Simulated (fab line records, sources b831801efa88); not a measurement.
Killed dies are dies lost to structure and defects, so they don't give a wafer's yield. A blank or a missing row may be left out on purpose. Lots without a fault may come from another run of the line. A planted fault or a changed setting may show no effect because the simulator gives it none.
Chamber matching | flow sky130 | SKY_POLY_GATE_ETCH_16 on rie_diel-02: 4 sister chambers
The step etches Si3N4 in CH3F/O2, stops on poly-Si, time 147.5 s, target depth 75 nm. 4 wafers are shown with their chamber, then 7 later ones without.

WAFERS WITH THEIR CHAMBER
wafer  | chamber | throttle_valve_pct (%)
L659.2 | 1       | 10.533
L667.5 | 3       | 10.544
L673.1 | 0       | 10.541
L673.5 | 2       | 10.535

WAFERS WITHOUT THEIR CHAMBER
wafer  | throttle_valve_pct (%)
L673.6 | 10.506
L676.1 | 10.540
L676.5 | 10.552
L676.6 | 10.519
L678.1 | 10.541
L678.2 | 10.553
L678.3 | 10.536

WHICH CHAMBER EACH WENT THROUGH
wafer  | from the rows above               | in truth
L673.6 | can't be placed: 1 or 2 or 0 or 3 | 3
L676.1 | can't be placed: 0 or 3 or 2 or 1 | 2
L676.5 | can't be placed: 3 or 0 or 2 or 1 | 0
L676.6 | can't be placed: 1 or 2 or 0 or 3 | 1
L678.1 | can't be placed: 0 or 3 or 2 or 1 | 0
L678.2 | can't be placed: 3 or 0 or 2 or 1 | 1
L678.3 | can't be placed: 2 or 1 or 0 or 3 | 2
Placed correctly: 0 of 7. Can't be placed from these rows: 7 (the true chamber is among the candidates in 7). Placed wrongly: 0.
How it was worked out, from the rows above alone: a wafer's distance from a chamber is the root of the sum, over the readings, of the square of ((its reading less the chamber's mean) divided by the reading's scatter). The wafer belongs to the nearest chamber; if the next one is less than 2 further off, it can't be placed. A chamber's mean is the mean of its shown wafers. The scatter: with one shown wafer a chamber, the root of the mean of the squares of how far each hidden wafer lies from its nearest shown one.
